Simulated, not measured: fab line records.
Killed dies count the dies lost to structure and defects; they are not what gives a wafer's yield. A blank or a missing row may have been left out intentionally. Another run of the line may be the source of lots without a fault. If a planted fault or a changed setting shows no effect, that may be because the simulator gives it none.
Which of the tools did it? -- flow sky130 -- at 1 step of a route of 708, 6 lots with 18 wafers sampled

== WHAT THE GAUGES READ, wafer by wafer ==
SKY_VIA3_RS_MEAS_22: a four-point-probe measurement.
lot,measured,on,VIA3_W_RS (ohm/sq)
L990,day 40 06:35,film-metro-04,0.295 0.298 0.294
L993,day 41 11:15,film-metro-04,0.301 0.301 0.306
L997,day 42 11:56,film-metro-01,0.299 0.293 0.300
L102,day 44 04:15,film-metro-04,0.295 0.299 0.292
L107,day 45 08:41,film-metro-03,0.300 0.300 0.298
L109,day 45 23:54,film-metro-01,0.297 0.296 0.298

== EACH LOT AND THE TOOL THAT RAN IT (in order: tool; ch and the chambers of the sampled wafers; start) ==
There is no process step in the record ahead of these readings.

== THE ANSWER, worked out from the rows above alone ==
Rule: the usual values come from the lots themselves. The widest of any qualifying gaps counts: lots, ordered by their means at a reading, are off when they make up no more than a third of the lots, leave a main group of 4 or more, and stand apart from it by 3 or more times the standard deviation of that group's means. A main group is skipped when, at the precision printed for the reading in the tables above, its means are all equal. Also off: a lot with no number at a reading for which 4 or more lots have one. Where the step has rows for the other lots, those lots are counted as sound.
None of the lots is off at any reading shown; this tells nothing.

== WHAT THE SIMULATOR HAD PUT IN ==
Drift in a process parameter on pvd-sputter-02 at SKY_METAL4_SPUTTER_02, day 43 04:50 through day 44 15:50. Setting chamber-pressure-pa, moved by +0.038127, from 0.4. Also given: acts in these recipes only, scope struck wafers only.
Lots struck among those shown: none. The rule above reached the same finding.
